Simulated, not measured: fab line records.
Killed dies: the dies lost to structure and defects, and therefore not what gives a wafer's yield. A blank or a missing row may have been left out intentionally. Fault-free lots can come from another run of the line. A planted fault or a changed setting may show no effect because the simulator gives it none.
Struck lot and sound lot, side by side :: flow sky130 :: 31 steps out of a route of 708
Sound: these wafers, L796.2, L796.4, L796.6. The struck wafers were L811.1, L811.5, L811.6. The cause is given at the end.
Per side, at each step with rows, come the tool, then ch with its chambers, and then its first start. Under that, the readings that differ: sound wafers :: struck wafers :: difference of the means :: sigmas: that difference in standard deviations of wafers without a fault.
alike: a reading whose means differ by less than 2 such deviations, as well as words and numbers matching on both sides. not compared: withheld readings; readings where some wafer has no value; bounds like >300 that might hide an equal value; numbers whose values overlap and for which the record gives no deviation.
A row with sigmas, a row that says differs or no value, or rows on one side alone: a step with any of these is where the two part. When numbers do not overlap yet have no deviation, they are printed without sigmas and do not part them. A reading missing from all wafers of one side parts the sides only when that side holds two or more wafers.

SKY_LI_CONTACT_OVL_MEAS_13:
  sound: overlay-02 at day 29 18:31; struck: overlay-02 at day 34 14:10
  alike: LI_CONTACT_OVL
SKY_LI_CONTACT_ETCH_14: etches BARC in N2/H2, stops on SiO2, time 45.9 s, target depth 60 nm.
  sound on rie-diel-03 ch 2,3, day 29 18:33; struck on rie-diel-04 ch 1,2,3, day 34 14:12
  alike: drypump-motor-current-A, n2-flow-sccm, oes-product-au, throttle-valve-pct
  not compared: rf-hours-counter-h
then, 1 step without rows for these wafers: SKY_LI_CONTACT_ETCH_15 (etches PSG in C4F8/O2/Ar, stops on Si, target depth 600 nm).
SKY_LI_CONTACT_STRIP_16: strips in O2/N2.
  sound on plasma-asher-04 ch 1, day 29 18:41; struck on plasma-asher-04 ch 0,1, day 34 14:20
  alike: drypump-motor-current-A, n2-flow-sccm, oes-product-au, strip-time-to-endpoint-s
  not compared: rf-hours-counter-h
then, 3 steps without rows for these wafers: SKY_LI_CONTACT_CLEAN_17 (cleans in NMP, time 600 s); SKY_LI_CONTACT_PRE_CLEAN_18 (time 5.6 s); SKY_LI_CONTACT_SPUTTER_19 (material Ti, target thk 20 nm, time 106.37 s).
SKY_LI_CONTACT_SPUTTER_20: material TiN, target thk 20 nm, time 80 s.
  sound: pvd-sputter-03 at day 29 19:03; struck: pvd-sputter-02 at day 34 14:43
  alike: cathode-dc-power-W, throttle-valve-pct
SKY_LI_CONTACT_CVD_21: deposits W, target thk 400 nm, time 120.56 s.
  sound on cvd-w-02 ch 0,1, day 29 19:07; struck on cvd-w-02 ch 0,1, day 34 14:46
  alike: heater-power-outer-w, heater-power-w
SKY_LI_CONTACT_RS_MEAS_22: the measuring method here is four-point-probe.
  sound: film-metro-04 at day 29 19:15; struck: film-metro-03 at day 34 14:54
  alike: LI_CONTACT_W_RS
SKY_LI_CONTACT_THK_MEAS_23: measures by xrf.
  sound: film-metro-04 at day 29 19:22; struck: film-metro-03 at day 34 15:01
  alike: LI_CONTACT_W_THK
SKY_LI_CONTACT_CMP_24: polishes, stops on PSG, t overpolish 20 s, target thk 0 nm.
  sound on cmp-01 ch 0,1,2, day 29 19:25; struck on cmp-01 ch 0,1,3, day 34 15:11
  alike: motor-current-A, overpolish-run-s, time-to-endpoint-s
SKY_LOCAL_INTERCONNECT_SPUTTER_00: material TiN, target thk 100 nm, time 83.3 s.
  sound: pvd-sputter-04 at day 29 19:43; struck: pvd-sputter-01 at day 34 15:23
reading: cathode-dc-power-W (W)
sound: 6501.4 6498.5 6500.8
struck: 7211.7 7210.3 7212.0
difference: +711.1
sigmas: +99 or more

reading: model.TiN_of_LOCAL_INTERCONNECT_SPUTTER_00.thk-nm (nm)
sound: 98.36 99.32 98.8
struck: 111.4 110.7 111.8
difference: +12.5
sigmas: 
  alike: throttle-valve-pct
SKY_LOCAL_INTERCONNECT_RS_MEAS_01: the measuring method here is four-point-probe.
  sound: film-metro-01 at day 29 19:48; struck: film-metro-01 at day 34 15:26
reading: LOCAL_INTERCONNECT_TIN_RS (ohm/sq)
sound: 14.41 14.27 14.34
struck: 12.66 12.75 12.61
difference: -1.67
sigmas: -10
SKY_LOCAL_INTERCONNECT_THK_MEAS_02: measures by xrf.
  sound: film-metro-01 at day 29 19:55; struck: film-metro-01 at day 34 15:34
reading: LOCAL_INTERCONNECT_TIN_THK (nm)
sound: 97.7 98.3 97.7
struck: 110.5 109.6 111.4
difference: +12.6
sigmas: +9
then, 8 steps without rows for these wafers: SKY_LOCAL_INTERCONNECT_DEHYDRATE_03 (time 60 s); SKY_LOCAL_INTERCONNECT_HMDS_04 (prime time 60 s); SKY_LOCAL_INTERCONNECT_COAT_05 (resist thk 60 nm); SKY_LOCAL_INTERCONNECT_COAT_06 (resist thk 450 nm); SKY_LOCAL_INTERCONNECT_SOFTBAKE_07 (time 90 s); SKY_LOCAL_INTERCONNECT_EXPOSE_08 (exposes mask LI1M, target cd 170 nm); SKY_LOCAL_INTERCONNECT_PEB_09; SKY_LOCAL_INTERCONNECT_DEVELOP_10 (develop time 60 s).
SKY_LOCAL_INTERCONNECT_CD_MEAS_11 targets a cd of 170 nm.
  sound: cd-sem-01 at day 30 23:58; struck: cd-sem-02 at day 35 17:38
reading: cd-nm (nm)
sound: 171.8 173.0 172.2
struck: 170.4 168.7 168.8
difference: -3.0
sigmas: -2
SKY_LOCAL_INTERCONNECT_OVL_MEAS_12:
  sound: overlay-01 at day 31 00:04; struck: overlay-02 at day 35 17:46
  alike: LOCAL_INTERCONNECT_OVL
then, 1 step without rows for these wafers: SKY_LOCAL_INTERCONNECT_ETCH_13 (etches BARC in N2/H2, stops on SiO2, time 45.9 s, target depth 60 nm).
SKY_LOCAL_INTERCONNECT_METAL_ETCH_14: etches TiN in Cl2/BCl3, stops on PSG, target depth 110 nm, time 31.4 s.
  sound on rie-metal-03 ch 0,1, day 31 00:10; struck on rie-metal-03 ch 0,1, day 35 17:52
reading: oes-product-au (a.u.)
sound: 0.929 0.941 0.936
struck: 0.996 0.995 1.004
difference: +0.063
sigmas: +8

reading: throttle-valve-pct (%)
sound: 21.921 21.913 21.909
struck: 21.861 21.860 21.870
difference: -0.051
sigmas: -5
  alike: drypump-motor-current-A, he-backside-leak-sccm
  not compared: rf-hours-counter-h
then, 1 step without rows for these wafers: SKY_LOCAL_INTERCONNECT_STRIP_15 (strips in O2/N2).
SKY_LOCAL_INTERCONNECT_STRIP_16: strips in post etch residue remover, time 1200 s.
  sound on wet-bench-03 ch 1, day 31 00:19; struck on wet-bench-03 ch 1, day 35 18:01
reading: model.TiN_of_LOCAL_INTERCONNECT_SPUTTER_00.thk-nm (nm)
sound: 97.93 98.89 98.37
struck: 111 110.3 111.4
difference: +13
sigmas: 
then, 1 step without rows for these wafers: SKY_LOCAL_INTERCONNECT_CLEAN_17 (cleans in IPA, time 180 s).
SKY_PAD_OPEN_PROBE_99:
  sound wafers here have rows in the record (prober-01, day 46 08:38); struck ones have none

## WHERE THEY PART
Last at SKY_PAD_OPEN_PROBE_99 as far as this record goes, first at SKY_LOCAL_INTERCONNECT_SPUTTER_00.

WHY: whatever the simulator had introduced
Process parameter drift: pvd-sputter-01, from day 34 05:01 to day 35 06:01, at SKY_LOCAL_INTERCONNECT_SPUTTER_00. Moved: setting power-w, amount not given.
